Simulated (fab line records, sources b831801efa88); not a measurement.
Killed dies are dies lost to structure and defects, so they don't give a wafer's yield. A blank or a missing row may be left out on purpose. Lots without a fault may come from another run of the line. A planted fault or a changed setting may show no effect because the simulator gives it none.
Chamber matching | flow gf180mcu | GF_V5_CMP_04 on cmp-01: 4 sister chambers
The step polishes SiO2. 8 wafers are shown with their chamber, then 9 later ones without.

WAFERS WITH THEIR CHAMBER
wafer  | chamber | motor_current_A (A)
L668.3 | 0       | 10.6
L669.6 | 1       | 11.1
L676.1 | 0       | 10.5
L676.2 | 3       | 14.2
L676.5 | 1       | 10.9
L679.2 | 3       | 14.2
L679.3 | 2       | 14.4
L679.5 | 2       | 13.6

WAFERS WITHOUT THEIR CHAMBER
wafer  | motor_current_A (A)
L682.1 | 13.9
L682.2 | 11.2
L682.5 | 11.0
L685.2 | 10.4
L685.5 | 10.9
L685.6 | 10.3
L687.1 | 10.0
L687.2 | 14.7
L687.6 | 14.5

WHICH CHAMBER EACH WENT THROUGH
wafer  | from the rows above     | in truth
L682.1 | can't be placed: 2 or 3 | 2
L682.2 | can't be placed: 1 or 0 | 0
L682.5 | can't be placed: 1 or 0 | 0
L685.2 | can't be placed: 0 or 1 | 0
L685.5 | can't be placed: 1 or 0 | 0
L685.6 | can't be placed: 0 or 1 | 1
L687.1 | can't be placed: 0 or 1 | 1
L687.2 | can't be placed: 3 or 2 | 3
L687.6 | can't be placed: 3 or 2 | 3
Placed correctly: 0 of 9. Can't be placed from these rows: 9 (the true chamber is among the candidates in 9). Placed wrongly: 0.
How it was worked out, from the rows above alone: a wafer's distance from a chamber is the root of the sum, over the readings, of the square of ((its reading less the chamber's mean) divided by the reading's scatter). The wafer belongs to the nearest chamber; if the next one is less than 2 further off, it can't be placed. A chamber's mean is the mean of its shown wafers. The scatter: the root of (the sum of the squares of (reading less its chamber's mean) over the shown wafers, divided by (wafers less chambers)).
